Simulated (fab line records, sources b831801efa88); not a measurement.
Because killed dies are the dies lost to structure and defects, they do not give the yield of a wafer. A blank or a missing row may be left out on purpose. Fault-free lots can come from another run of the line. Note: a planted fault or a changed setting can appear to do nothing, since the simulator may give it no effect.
Which tool did it?	flow sky130	24 lots with 72 wafers sampled at 5 steps, on a route of 708 steps

WHAT EACH GAUGE READ, for each wafer
SKY_VIA3_THK_MEAS_01. Usual: VIA3_HDPCVD_THK 1637 nm, standard deviation 17.
lot	measured	on	VIA3_HDPCVD_THK (nm)	flag
L075	day 38 12:32	film metro-01	1662 1654 1644	
L074	day 38 13:58	film metro-02	1634 1642 1632	
L076	day 38 22:14	film metro-01	1660 1631 1652	
L077	day 39 02:12	film metro-01	1658 1661 1676	
L078	day 39 07:49	film metro-04	1640 1653 1644	
L079	day 39 19:04	film metro-02	1643 1637 1617	
L080	day 40 01:39	film metro-02	1650 1623 1652	
L081	day 41 00:01	film metro-04	1649 1637 1638	
L082	day 41 03:07	film metro-01	1638 1610 1632	
L083	day 41 04:16	film metro-04	1659 1620 1635	
L084	day 41 14:05	film metro-04	1631 1610 1605	
L085	day 41 15:46	film metro-02	1598 1614 1619	
L087	day 42 15:52	film metro-02	1639 1613 1643	
L086	day 42 17:28	film metro-01	1659 1620 1631	
L088	day 42 19:25	film metro-02	1640 1658 1633	
L089	day 43 06:21	film metro-02	1633 1621 1664	
L092	day 43 08:53	film metro-04	1633 1640 1664	
L090	day 43 10:34	film metro-01	1621 1649 1629	
L091	day 43 12:43	film metro-01	1644 1652 1638	
L093	day 43 15:12	film metro-02	1609 1648 1645	
L094	day 43 21:31	film metro-02	1634 1609 1623	
L095	day 44 05:38	film metro-04	1622 1622 1661	
L096	day 44 13:25	film metro-04	1601 1612 1606	
L097	day 44 22:11	film metro-04	1663 1631 1652	

SKY_VIA3_OVL_MEAS_13. Usual: VIA3_OVL 0 nm, standard deviation 5.
lot	measured	on	VIA3_OVL (nm)	flag
L075	day 39 13:17	overlay-01	9 7 4	
L074	day 39 14:53	overlay-02	-1 -5 -9	
L076	day 39 23:01	overlay-02	-4 -7 3	
L077	day 40 03:40	overlay-02	3 -5 -3	
L078	day 40 09:59	overlay-02	-1 -8 -4	
L079	day 40 20:20	overlay-02	5 0 -3	
L080	day 41 02:10	overlay-01	3 9 4	
L081	day 41 23:59	overlay-01	-3 -1 -6	
L082	day 42 02:33	overlay-01	1 5 0	
L083	day 42 03:49	overlay-01	2 -1 -8	
L084	day 42 12:47	overlay-02	6 8 -1	
L085	day 42 15:04	overlay-02	-3 4 13	
L087	day 43 15:18	overlay-02	15 0 0	
L086	day 43 16:44	overlay-02	9 5 8	
L088	day 43 18:59	overlay-02	-2 -5 -5	
L089	day 44 06:12	overlay-02	-4 -5 -6	
L092	day 44 08:20	overlay-02	3 1 5	
L090	day 44 10:55	overlay-02	2 -2 -1	
L091	day 44 11:58	overlay-02	5 1 2	
L093	day 44 14:53	overlay-02	1 -3 1	
L094	day 44 19:32	overlay-02	1 2 1	
L095	day 45 04:09	overlay-02	-1 -6 -3	
L096	day 45 11:53	overlay-01	3 0 -1	
L097	day 45 19:32	overlay-01	10 -2 4	

WHICH TOOL RAN EACH LOT (tool, then ch and the chambers of the sampled wafers, then the start)
lot	SKY_VIA2_CMP_24	SKY_METAL3_ETCH_16	SKY_METAL3_METAL_ETCH_18
L075	cmp-02 ch 0,3, day 36 07:13	rie metal-03 ch 0,1, day 38 11:28	rie metal-02 ch 0,1, day 38 11:35
L074	cmp-02 ch 0,3, day 36 07:54	rie metal-03 ch 0,1, day 38 12:55	rie metal-02 ch 0,1, day 38 13:02
L076	cmp-01 ch 1,2, day 36 17:08	rie metal-02 ch 0,1, day 38 21:02	rie metal-04 ch 0,1, day 38 21:11
L077	cmp-01 ch 0,2,3, day 36 21:27	rie metal-04 ch 0,1, day 39 01:02	rie metal-02 ch 0,1, day 39 01:10
L078	cmp-01 ch 0,2,3, day 37 02:51	rie metal-04 ch 0,1, day 39 06:46	rie metal-02 ch 0,1, day 39 06:53
L079	cmp-02 ch 0,2,3, day 37 14:59	rie metal-02 ch 0, day 39 17:44	rie metal-03 ch 1, day 39 17:57
L080	cmp-02 ch 0,2,3, day 37 21:59	rie metal-04 ch 0,1, day 40 00:23	rie metal-03 ch 1, day 40 00:35
L081	cmp-01 ch 1,2,3, day 38 19:50	rie metal-04 ch 0, day 40 22:58	rie metal-02 ch 0,1, day 40 23:05
L082	cmp-01 ch 0,2,3, day 39 00:38	rie metal-03 ch 0,1, day 41 02:03	rie metal-04 ch 0,1, day 41 02:10
L083	cmp-01 ch 0,2,3, day 39 01:11	rie metal-03 ch 0, day 41 03:13	rie metal-04 ch 0,1, day 41 03:20
L084	cmp-02 ch 0,2,3, day 39 10:16	rie metal-02 ch 0, day 41 12:53	rie metal-04 ch 0,1, day 41 13:07
L085	cmp-02 ch 0,1,2, day 39 13:38	rie metal-03 ch 0,1, day 41 14:30	rie metal-02 ch 0, day 41 14:42
L087	cmp-01 ch 0,3, day 40 15:35	rie metal-03 ch 0,1, day 42 14:46	rie metal-04 ch 0,1, day 42 14:53
L086	cmp-02 ch 1,3, day 40 17:15	rie metal-03 ch 0,1, day 42 16:25	rie metal-04 ch 0,1, day 42 16:32
L088	cmp-01 ch 0,3, day 40 19:32	rie metal-02 ch 0,1, day 42 18:19	rie metal-03 ch 0,1, day 42 18:26
L089	cmp-02 ch 1,2,3, day 41 06:07	rie metal-02 ch 0,1, day 43 05:10	rie metal-03 ch 0,1, day 43 05:19
L092	cmp-02 ch 0,1, day 41 08:20	rie metal-04 ch 0,1, day 43 07:49	rie metal-03 ch 0, day 43 07:56
L090	cmp-01 ch 1,3, day 41 10:33	rie metal-02 ch 0,1, day 43 09:28	rie metal-04 ch 0, day 43 09:37
L091	cmp-01 ch 0,1,3, day 41 12:05	rie metal-03 ch 0,1, day 43 11:37	rie metal-02 ch 1, day 43 11:44
L093	cmp-01 ch 0,1,3, day 41 15:46	rie metal-03 ch 0,1, day 43 14:04	rie metal-04 ch 0,1, day 43 14:11
L094	cmp-01 ch 0,2,3, day 41 21:41	rie metal-02 ch 0,1, day 43 20:25	rie metal-03 ch 0,1, day 43 20:32
L095	cmp-01 ch 0,1,2, day 42 05:38	rie metal-04 ch 0,1, day 44 04:34	rie metal-02 ch 0,1, day 44 04:41
L096	cmp-02 ch 0,1,3, day 42 14:42	rie metal-03 ch 0,1, day 44 12:22	rie metal-04 ch 0,1, day 44 12:29
L097	cmp-01 ch 1,2, day 42 21:05	rie metal-03 ch 0,1, day 44 20:37	rie metal-04 ch 0,1, day 44 20:44
- SKY_VIA2_CMP_24: polishes, stops on SiO2, t overpolish 20 s, target thk 0 nm.
- SKY_METAL3_ETCH_16: etches BARC in N2/H2, stops on SiO2, time 88.2 s, target depth 60 nm.
- SKY_METAL3_METAL_ETCH_18: etches the open film in Cl2/BCl3, stops on SiO2, target depth 845 nm, time 183.1 s.

AS READ BY THE TOOLS THEMSELVES (means over the sampled wafers that have a number; for cases with no such wafer, the mark the record gives instead)
SKY_VIA2_CMP_24. Usual: edge zone pressure frac 1.000, standard deviation 0.0052; motor current A 11.7 A, standard deviation 0.89; overpolish run s 19.999 s, standard deviation 0.0095; slurry filter dp kPa 13.50 kPa, standard deviation 0.14; time to endpoint s 98 s, standard deviation 3.4.
lot	tool	edge zone pressure frac	motor current A (A)	overpolish run s (s)	slurry filter dp kPa (kPa)	time to endpoint s (s)	flag
L075	cmp-02	1.001	11.3	20.006	13.45	97	
L074	cmp-02	1.001	12.2	19.996	13.45	99	
L076	cmp-01	1.001	12.3	20.006	13.48	100	
L077	cmp-01	0.996	12.0	20.001	13.56	102	
L078	cmp-01	0.998	11.9	20.001	13.57	95	
L079	cmp-02	1.005	11.3	19.999	13.35	99	
L080	cmp-02	1.000	11.3	20.000	13.40	103	
L081	cmp-01	1.001	11.9	19.992	13.61	98	
L082	cmp-01	0.995	11.7	19.998	13.35	101	
L083	cmp-01	1.000	11.9	19.999	13.42	101	
L084	cmp-02	0.995	11.9	19.991	13.54	104	
L085	cmp-02	1.002	10.6	20.001	13.52	96	
L087	cmp-01	1.002	12.0	19.996	13.61	102	
L086	cmp-02	0.999	10.8	19.998	13.50	97	
L088	cmp-01	1.002	11.7	19.991	13.58	99	
L089	cmp-02	1.000	11.4	20.001	13.45	98	
L092	cmp-02	1.003	10.4	20.000	13.46	95	
L090	cmp-01	1.000	12.3	19.998	13.35	97	
L091	cmp-01	1.002	12.3	20.001	13.52	95	
L093	cmp-01	0.997	12.5	20.001	13.31	96	
L094	cmp-01	0.996	11.5	19.998	13.50	99	
L095	cmp-01	0.998	11.9	19.997	13.51	96	
L096	cmp-02	1.005	11.1	20.003	13.69	98	
L097	cmp-01	0.995	12.4	20.001	13.49	98	

SKY_METAL3_ETCH_16. Usual: chamber pressure mTorr 30.000 mTorr, standard deviation 0.028; drypump motor current A 5.9 A, standard deviation 0.38; he backside leak sccm 3.2 sccm, standard deviation 0.37; oes product au 0.625 a.u., standard deviation 0.005; throttle valve pct 13.205 %, standard deviation 0.0095.
lot	tool	chamber pressure mTorr (mTorr)	drypump motor current A (A)	he backside leak sccm (sccm)	oes product au (a.u.)	throttle valve pct (%)	flag
L075	rie metal-03	29.984	5.6	3.3	0.624	13.200	
L074	rie metal-03	29.991	5.6	3.1	0.620	13.203	
L076	rie metal-02	29.993	6.4	3.4	0.625	13.211	
L077	rie metal-04	30.024	5.5	3.2	0.629	13.208	
L078	rie metal-04	29.988	5.8	3.2	0.630	13.194	
L079	rie metal-02	30.022	6.4	3.0	0.624	13.204	
L080	rie metal-04	30.006	5.8	3.2	0.628	13.199	
L081	rie metal-04	30.003	5.3	3.2	0.626	13.204	
L082	rie metal-03	30.012	5.6	3.0	0.628	13.198	
L083	rie metal-03	30.038	5.7	2.8	0.628	13.204	
L084	rie metal-02	30.010	6.4	3.2	0.629	13.204	
L085	rie metal-03	29.999	5.6	3.1	0.627	13.202	
L087	rie metal-03	29.987	5.6	3.2	0.625	13.196	
L086	rie metal-03	30.027	5.6	3.3	0.623	13.197	
L088	rie metal-02	30.022	6.4	4.3	0.627	13.204	
L089	rie metal-02	29.995	6.4	3.4	0.627	13.205	
L092	rie metal-04	29.996	5.5	3.3	0.625	13.205	
L090	rie metal-02	29.995	6.4	3.5	0.620	13.202	
L091	rie metal-03	29.996	5.7	3.4	0.624	13.204	
L093	rie metal-03	29.994	5.6	3.3	0.623	13.212	
L094	rie metal-02	29.981	6.4	3.2	0.625	13.198	
L095	rie metal-04	30.009	5.8	3.4	0.622	13.203	
L096	rie metal-03	30.024	5.6	3.3	0.617	13.205	
L097	rie metal-03	30.007	5.6	3.2	0.628	13.209	

SKY_METAL3_METAL_ETCH_18. Usual: chamber pressure mTorr 10.001 mTorr, standard deviation 0.0088; drypump motor current A 5.9 A, standard deviation 0.43; he backside leak sccm 3.3 sccm, standard deviation 0.43; oes product au 0.865 a.u., standard deviation 0.0057; throttle valve pct 22.265 %, standard deviation 0.0082.
lot	tool	chamber pressure mTorr (mTorr)	drypump motor current A (A)	he backside leak sccm (sccm)	oes product au (a.u.)	throttle valve pct (%)	flag
L075	rie metal-02	10.000	6.3	3.3	0.865	22.266	
L074	rie metal-02	9.997	6.4	3.7	0.866	22.265	
L076	rie metal-04	10.009	5.5	3.2	0.862	22.269	
L077	rie metal-02	10.005	6.4	3.4	0.867	22.268	
L078	rie metal-02	10.002	6.4	3.2	0.872	22.266	
L079	rie metal-03	9.999	5.6	3.2	0.864	22.263	
L080	rie metal-03	10.009	5.6	3.2	0.864	22.273	
L081	rie metal-02	10.007	6.4	3.2	0.862	22.264	
L082	rie metal-04	10.004	5.5	3.3	0.862	22.258	
L083	rie metal-04	9.999	5.5	3.3	0.870	22.266	
L084	rie metal-04	10.002	5.5	3.2	0.865	22.263	
L085	rie metal-02	9.999	6.3	3.1	0.873	22.263	
L087	rie metal-04	9.987	5.8	3.3	0.869	22.264	
L086	rie metal-04	9.999	5.8	3.4	0.858	22.253	
L088	rie metal-03	9.998	5.7	3.2	0.866	22.269	
L089	rie metal-03	10.006	5.6	3.2	0.863	22.262	
L092	rie metal-03	10.000	5.6	3.0	0.870	22.264	
L090	rie metal-04	10.007	5.3	3.3	0.865	22.264	
L091	rie metal-02	9.997	6.4	4.4	0.869	22.265	
L093	rie metal-04	10.002	5.5	3.3	0.868	22.262	
L094	rie metal-03	9.999	5.7	3.1	0.867	22.269	
L095	rie metal-02	10.002	6.4	3.6	0.857	22.268	
L096	rie metal-04	9.997	5.5	3.4	0.861	22.265	
L097	rie metal-04	10.008	5.8	3.3	0.864	22.265	

THE ANSWER, worked out from the rows above alone
Rule: a lot counts as off when the mean over its wafers that have a number is more than 3 standard deviations away from the usual mean. Also off: a lot with no number at a reading for which 4 or more lots have one. Any other lot the step has rows for is counted as sound. After the gauges, taken in route order, come the tools' own readings; for these a lot's mean is taken, as printed above. At the first step where some lot is off, the reading lying furthest off is the one used; lots without a number count as furthest.
No lot is off on any of the readings shown, so nothing can be concluded from this.

WHAT THE SIMULATOR PUT IN
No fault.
